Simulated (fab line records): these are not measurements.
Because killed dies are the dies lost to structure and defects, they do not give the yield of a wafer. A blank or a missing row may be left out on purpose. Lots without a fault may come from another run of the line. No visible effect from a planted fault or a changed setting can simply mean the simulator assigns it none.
Matching of chambers ; flow sky130 ; cmp-02 running SKY_VIA4_CMP_02: 4 sister chambers
The step polishes SiO2. 18 wafers are shown with their chamber, then 9 later ones without.

WAFERS WITH THEIR CHAMBER
wafer;chamber;motor_current_A (A)
L440.2;2;12.0
L440.3;3;12.4
L440.4;0;14.0
L439.1;3;12.6
L439.2;1;14.0
L439.3;2;11.2
L442.2;2;11.2
L442.3;1;13.6
L442.5;3;12.7
L452.1;0;14.4
L452.3;2;11.2
L452.5;2;11.3
L457.1;1;14.4
L457.3;2;11.3
L457.6;2;11.7
L460.3;2;11.4
L460.5;3;12.1
L460.6;0;14.3

SIGNATURES (means of the wafers above)
reading;chamber 0;chamber 1;chamber 2;chamber 3;scatter within a chamber
motor_current_A;14.233;14.000;11.412;12.450;0.293
Rule: for each reading, subtract the chamber's mean from the wafer's reading, divide by that reading's scatter and square the result; add these up over the readings and take the root, which gives the wafer's distance from the chamber. The wafer belongs to the nearest chamber; if the next one is less than 2 further off, it can't be placed. The scatter: the root of (the sum of the squares of (reading less its chamber's mean) over the shown wafers, divided by (wafers less chambers)).

WAFERS WITHOUT THEIR CHAMBER
wafer;motor_current_A (A)
L459.3;11.8
L459.5;13.8
L459.6;11.7
L461.2;11.3
L461.4;14.0
L461.6;13.7
L458.2;11.7
L458.4;14.6
L458.5;12.0

WHICH CHAMBER EACH ONE RAN IN
wafer;from the rows above;in truth
L459.3;can't be placed: 2 or 3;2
L459.5;can't be placed: 1 or 0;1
L459.6;can't be placed: 2 or 3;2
L461.2;2;2
L461.4;can't be placed: 1 or 0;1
L461.6;can't be placed: 1 or 0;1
L458.2;can't be placed: 2 or 3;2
L458.4;can't be placed: 0 or 1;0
L458.5;can't be placed: 3 or 2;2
Correctly placed: 1 of 9. These rows do not allow placing 8 (true chamber among the candidates in 8). Number placed wrongly: 0.
